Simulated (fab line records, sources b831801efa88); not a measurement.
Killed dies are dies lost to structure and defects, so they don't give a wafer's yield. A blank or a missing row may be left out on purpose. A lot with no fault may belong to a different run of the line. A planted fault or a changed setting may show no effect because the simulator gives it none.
Which tool was responsible? / flow gf180mcu / 6 lots, 18 wafers sampled, at 1 step of a route of 602

WHAT EACH GAUGE READ, for each wafer
GF_HV_LDD_OVL_MEAS_20.
lot=L493; measured=day 12 16:33; on=overlay-02; HV_LDD_01_OVL (nm)=-0.7 -2.3 -1.8
lot=L498; measured=day 14 08:49; on=overlay-02; HV_LDD_01_OVL (nm)=-0.1 0.1 -0.3
lot=L500; measured=day 14 23:10; on=overlay-02; HV_LDD_01_OVL (nm)=-1.8 -2.1 -1.5
lot=L503; measured=day 15 23:16; on=overlay-01; HV_LDD_01_OVL (nm)=-0.3 1.8 -0.9
lot=L505; measured=day 16 15:25; on=overlay-01; HV_LDD_01_OVL (nm)=-0.5 -2.3 0.0
lot=L511; measured=day 18 08:16; on=overlay-01; HV_LDD_01_OVL (nm)=-0.2 0.0 -0.4

WHAT TOOL EACH LOT RAN ON (gives the tool, then ch and the chambers of the sampled wafers, and finally the start)
No process step before these readings appears in the record.

THE ANSWER, worked out from the rows above alone
Rule: the usual values come from the lots themselves. The widest of any qualifying gaps counts: lots, ordered by their means at a reading, are off when they make up no more than a third of the lots, leave a main group of 4 or more, and stand apart from it by 3 or more times the standard deviation of that group's means. Not used: any main group whose means are identical at the precision the tables above print for the reading. A lot without any number at a reading at which 4 lots or more have one is off too. Where the step has rows for the other lots, those lots are counted as sound.
Nothing can be told from this: no lot is off at any reading shown.

WHAT THE SIMULATOR PUT IN
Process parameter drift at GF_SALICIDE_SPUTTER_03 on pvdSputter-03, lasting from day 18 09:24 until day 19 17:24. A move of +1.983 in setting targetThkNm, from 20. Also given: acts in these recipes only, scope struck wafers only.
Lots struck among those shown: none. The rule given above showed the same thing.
